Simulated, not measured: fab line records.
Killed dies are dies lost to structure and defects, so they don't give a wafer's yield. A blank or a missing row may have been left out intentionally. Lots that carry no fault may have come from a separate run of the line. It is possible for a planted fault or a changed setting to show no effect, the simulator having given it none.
Struck lot and sound lot, side by side ; flow sfq line ; 21 steps out of a route of 325
Sound: these wafers, L761.2, L761.3, L761.4. Wafers struck: L766.2, L766.3, L766.6. The cause is given at the end.
At each step with rows: each side's tool, then ch and its chambers, then its first start. Under that, the readings that differ: sound wafers ; struck wafers ; difference of the means ; sigmas: that difference in standard deviations of wafers without a fault.
alike: readings whose means differ by less than 2 such deviations, and words and numbers that are the same on both sides. not compared: withheld readings, readings that some wafer has no value for, bounds like >300 that may hide the same value, and numbers for which the record gives no deviation and whose values overlap.
The two part at a step that has a row with sigmas, a row that says differs or no value, or rows on one side only. When numbers do not overlap yet have no deviation, they are printed without sigmas and do not part them. A reading missing from all wafers of one side parts the sides only when that side holds two or more wafers.

first, 3 steps without rows for these wafers: SFQ_TRILAYER_M7_LITHO_EXPOSE_178 (exposes mask M7, target cd 500 nm); SFQ_TRILAYER_M7_LITHO_PEB_180 (peb time 60 s); SFQ_TRILAYER_M7_LITHO_DEVELOP_179 (time 60 s).
SFQ_M7_OVL_MEAS_945:
  sound on overlay-02, day 81 21:27; struck on overlay-01, day 82 18:17
reading;sound;struck;difference;sigmas
M7_OVL (nm);-8 1 -9;10 7 9;+14;+2
SFQ_TRILAYER_M7_BARC_OPEN_METAL_ETCH_229: etches BARC in O2, target depth 125 nm, time 41.7 s.
  sound on rie metal-02 ch 0,1, day 81 21:29; struck on rie metal-04 ch 0, day 82 18:20
  alike: drypump motor current A, oes product au
  not compared: rf hours counter h
then, 1 step without rows for these wafers: SFQ_TRILAYER_M7_ETCH_METAL_ETCH_180 (etches Nb in Cl2/Ar, stops on SiO2, target depth 240 nm, time 120 s).
SFQ_TRILAYER_M7_STRIP_STRIP_181: strips in O2.
  sound on rie metal-02 ch 0,1, day 81 21:40; struck on rie metal-04 ch 0, day 82 18:53
  alike: drypump motor current A, oes product au
  not compared: rf hours counter h
then, 2 steps without rows for these wafers: SFQ_TRILAYER_M7_STRIP_SOLV_CLEAN_182 (cleans in NMP, time 600 s); SFQ_TRILAYER_I7_DEP_PECVD_183 (deposits SiO2 from SiH4/N2O, time 111.11 s, target thk 500 nm).
SFQ_TRILAYER_I7_CMP_CMP_184: polishes SiO2.
  sound on cmp-02 ch 1,2,3, day 81 23:32; struck on cmp-02 ch 0,1, day 83 03:07
  alike: head pressure psi, motor current A, time to endpoint s
SFQ_I7_BOW_MEAS_946:
  sound on film metro-03, day 82 02:34; struck on film metro-04, day 83 06:08
  alike: I7_BOW
SFQ_TRILAYER_I7_METRO_MEASURE_185:
  sound on film metro-03, day 82 02:52; struck on film metro-04, day 83 06:26
  alike: thk nm
SFQ_TRILAYER_I7_VIA_LITHO_COAT_192: resist thk 62 nm.
  sound on litho track-04 ch 0, day 82 03:55; struck on litho track-04 ch 0, day 83 07:29
reading;sound;struck;difference;sigmas
spin speed rpm (rpm);3002.0 3004.6 2997.5;3215.1 3213.3 3210.4;+211.6;+99 or more
model.BARC_of_TRILAYER_I7_VIA_LITHO_COAT_192.thk nm (nm);62.01 61.79 61.96;59.89 59.97 59.86;-2.01;
then, 5 steps without rows for these wafers: SFQ_TRILAYER_I7_VIA_LITHO_COAT_187 (resist thk 650 nm); SFQ_TRILAYER_I7_VIA_LITHO_SOFTBAKE_191; SFQ_TRILAYER_I7_VIA_LITHO_EXPOSE_188 (exposes mask I7, target cd 1000 nm); SFQ_TRILAYER_I7_VIA_LITHO_PEB_190 (peb time 60 s); SFQ_TRILAYER_I7_VIA_LITHO_DEVELOP_189 (time 60 s).
-- the record jumps here: 3 days lie between the struck wafers' starts before and after --
SFQ_I7_OVL_MEAS_947:
  sound on overlay-01, day 85 13:10; struck on overlay-01, day 86 09:36
  alike: I7_OVL
SFQ_TRILAYER_I7_VIA_BARC_OPEN_VIA_ETCH_260: etches BARC in O2, target depth 125 nm, time 41.7 s.
  sound on rie diel-04 ch 1,2,3, day 85 13:11; struck on rie diel-04 ch 0,1,3, day 86 09:38
reading;sound;struck;difference;sigmas
model.etch.depth nm (nm);62.01 61.79 61.96;59.89 59.97 59.86;-2.01;
  alike: drypump motor current A, oes product au
  not compared: rf hours counter h
SFQ_TRILAYER_I7_VIA_ETCH_VIA_ETCH_190: etches SiO2 in CHF3, stops on Nb, target depth 260 nm.
  sound on rie diel-04 ch 1,2,3, day 85 13:13; struck on rie diel-04 ch 0,1,3, day 86 09:40
  alike: drypump motor current A, oes product au

WHERE THEY PART
At SFQ_M7_OVL_MEAS_945 first; at SFQ_TRILAYER_I7_VIA_LITHO_COAT_192 last (within this record only). Later steps at which nothing parts them and some readings are alike: SFQ_I7_OVL_MEAS_947, SFQ_TRILAYER_I7_VIA_BARC_OPEN_VIA_ETCH_260, SFQ_TRILAYER_I7_VIA_ETCH_VIA_ETCH_190.

WHY: the cause the simulator had injected
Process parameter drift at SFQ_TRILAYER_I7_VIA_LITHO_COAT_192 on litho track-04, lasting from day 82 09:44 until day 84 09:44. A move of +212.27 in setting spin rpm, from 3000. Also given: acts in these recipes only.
